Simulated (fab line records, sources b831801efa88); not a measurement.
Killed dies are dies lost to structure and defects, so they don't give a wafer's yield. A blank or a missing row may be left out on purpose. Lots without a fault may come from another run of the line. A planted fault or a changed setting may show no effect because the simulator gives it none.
One fault seen from 2 desks | flow gf180mcu | each desk has only its own numbers; what lay behind them comes last

THE METROLOGY DESK
What the gauges read, lot by lot, whatever tool the lot ran on: means of the sampled wafers that have a number. A lot is out of limits, marked OUT, if its mean lies more than 4 standard deviations from the usual mean; the brackets give that distance.
Columns: A = VT_IMPLANT_4_TW at GF_VT_IMPLANT_TW_MEAS_43, usual 690; B = cd_nm at GF_HV_LDD_CD_MEAS_07, usual 399.8 nm; C = cd_nm at GF_HV_LDD_CD_MEAS_19, usual 399.7 nm
lot  | first seen here | A   | B     | C
L866 | day 7 14:43     | 695 | 400.5 | 400.4
L867 | day 7 20:11     | 683 | 398.7 | 398.7
L868 | day 8 03:05     | 686 | 396.2 | 397.1
L869 | day 8 09:04     | 689 | 399.1 | 399.1
L870 | day 8 16:07     | 691 | 402.1 | 399.5
L871 | day 8 17:38     | 694 | 397.6 | 398.3
L872 | day 9 03:38     | 688 | 399.0 | 400.5
L877 | day 10 16:08    | 695 | 400.3 | 398.0
L880 | day 11 13:47    | 685 | 395.6 | 399.1
L881 | day 11 19:38    | 683 | 398.6 | 400.9
L886 | day 13 12:38    | 690 | 400.2 | 400.2
L887 | day 13 19:37    | 689 | 401.6 | 400.1
L889 | day 14 02:36    | 696 | 400.8 | 401.1
This desk's finding: nothing out of limits on any of the 13 lots.

THE TOOL OWNER'S DESK: litho_track-01
The tool's own readings at GF_HV_LDD_COAT_02 (resist thk 1000 nm): means of the sampled wafers that have a number, for each lot that ran on this tool. A lot is out of limits, marked OUT, if its mean lies more than 4 standard deviations from the usual mean; the brackets give that distance.
Columns: A = spin_speed_rpm at GF_HV_LDD_COAT_02, usual 2999.4 rpm
lot  | first seen here | A
L868 | day 10 05:49    | 2998.0
L870 | day 10 22:10    | 2998.2
L871 | day 11 00:23    | 3000.3
L872 | day 11 08:34    | 2998.5
L877 | day 12 23:18    | 3084.5 (+47) OUT
L881 | day 14 06:08    | 3085.7 (+48) OUT
This desk's finding: out of limits on L877, L881; first on L877, day 12 23:18 (spin_speed_rpm at GF_HV_LDD_COAT_02). In limits: L868, L870, L871, L872.

PUT TOGETHER
The tool owner's desk could have raised an alarm at day 12 23:18, on L877, L881.
The metrology desk saw nothing out of limits.
The metrology desk has L877, L881 on record, within its limits.
Of the lots named, all ran GF_HV_LDD_COAT_02 on litho_track-01.

WHAT THE SIMULATOR HAD PUT IN
Process parameter drift: litho_track-01, from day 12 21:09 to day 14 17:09, at GF_HV_LDD_COAT_02. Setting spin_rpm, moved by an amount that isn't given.
Lots struck among those shown: L877, L881.
Hours from the fault's start to each desk's first reading out of limits: the tool owner's desk, 2.
